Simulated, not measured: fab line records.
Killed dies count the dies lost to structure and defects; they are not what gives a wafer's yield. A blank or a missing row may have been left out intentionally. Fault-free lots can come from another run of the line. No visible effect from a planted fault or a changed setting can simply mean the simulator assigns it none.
8D (eight disciplines) problem report, filled in by code    flow gf180mcu    the parts of the form that need people (team, actions taken, sign-off) are left out

## 1. WHAT WENT WRONG
Wafers free of any fault read 0.0700 ohm/sq (standard deviation 0.0007) for M4_ALCU_RS at GF_M4_RS_MEAS_05, against a mean of 0.0764 ohm/sq on 2 wafers of 2 lots. Relative to the usual mean, that is a shift of +9.2 standard deviations.
The step: measures by four-point-probe.
First observed at day 27 18:25: wafer L250.6, on film metro-01. The record has a number at this step for 30 wafers belonging to 10 lots. Rule for "out", or "out of limits": more than 4 standard deviations from the usual mean. The rest of the wafers with a number are treated as sound.

## 2. WHAT IT IS; WHAT IT IS NOT
question                     is                 is not
which readings at this step  M4_ALCU_RS         -
which lots                   L250, L252         L236, L237, L239, L242, L243, L244, L248, L249
which wafers of those lots   L250.6, L252.2     L250.1, L250.4, L252.1, L252.4
read on which gauges         film metro-01      film metro-03, film metro-04
when                         from day 27 18:25  up to then (26 sound wafers); but 2 sound wafers of L252 came after

## 3. THE SUSPECTS, EACH WITH WHAT RULES IT OUT
Counting: if a tool at a process step up to the reading ran every lot that is out, it stays a suspect. Sound lots after the first of them don't rule it out here, since some wafers of a struck lot are sound.
- the gauge at GF_M4_RS_MEAS_05 is ruled out. All the wafers that are out were read on film metro-01, but those of them that GF_M4_METAL_ETCH_16 has rows for are out there too, on other tools.
- pvd sputter-02 at GF_V3_SPUTTER_22 (material TiN, target thk 10 nm, time 40 s): kept. It ran every lot that is out, first L250 (day 27 17:34); its last sound lot up to then is L249 (day 27 10:35).
- cvd w-02 at GF_V3_CVD_23 (deposits W, target thk 350 nm, time 104.9 s): kept. It ran every lot that is out, first L250 (day 27 17:36); its last sound lot up to then is L249 (day 27 10:38).
- pvd sputter-01 at GF_M4_SPUTTER_02 (material AlCu, target thk 450 nm, time 23.9 s): kept. It ran every lot that is out, first L250 (day 27 18:19); its last sound lot up to then is L249 (day 27 11:21).
- pvd sputter-01 at GF_M4_SPUTTER_03 (material Ti, target thk 10 nm, time 6.7 s): kept. It ran every lot that is out, first L250 (day 27 18:21); its last sound lot up to then is L249 (day 27 11:23).
Left after counting: pvd sputter-02 at GF_V3_SPUTTER_22, cvd w-02 at GF_V3_CVD_23, pvd sputter-01 at GF_M4_SPUTTER_02, pvd sputter-01 at GF_M4_SPUTTER_03.

## 4. THE CAUSE (what the simulator had put in)
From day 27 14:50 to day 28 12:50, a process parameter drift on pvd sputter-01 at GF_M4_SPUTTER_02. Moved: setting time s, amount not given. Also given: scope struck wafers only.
This tool is one of the 4 suspects left after counting.

## 5. THE CHAIN OF EFFECTS, in route order
Rows list readings where the struck wafers' mean (over those with a number) sits beyond 3 standard deviations from the usual. Only readings for which the record gives a usual standard deviation are gone through. hours: the time from each lot's start at the first step in this table that gives one to its start at this step, as a median over the lots. sigmas: the change in usual standard deviations.
hours  step                 reading             usual          on struck wafers  change   sigmas
0      GF_M4_RS_MEAS_05     M4_ALCU_RS          0.0700 ohm/sq  0.0764            +0.0064  +9.2
0      GF_M4_THK_MEAS_06    M4_ALCU_THK         440 nm         405               -35      -7.8
20     GF_M4_METAL_ETCH_16  oes product au      0.970 a.u.     0.932             -0.038   -5.8
20     GF_M4_METAL_ETCH_16  throttle valve pct  28.252 %       28.304            +0.052   +4.8
Here are the process steps it includes:
- GF_M4_METAL_ETCH_16: etches the open film in Cl2/BCl3, stops on SiO2, target depth 627.5 nm, time 104.6 s.

## 6. HOW IT WOULD HAVE BEEN CAUGHT EARLIER
The first out-of-limits reading at a measuring or inspecting step in this record came at day 27 18:25, 4 hours after the fault's start at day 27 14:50.
Of the tool readings at GF_M4_SPUTTER_02 for which the record gives a usual standard deviation, none was out on any struck wafer, so an alarm limit of 4 standard deviations on them would not have fired.
L252, from the lots that are out (2), started GF_M4_SPUTTER_02 on pvd sputter-01 later than day 27 18:25. It would have been spared by a hold on the tool at that moment.
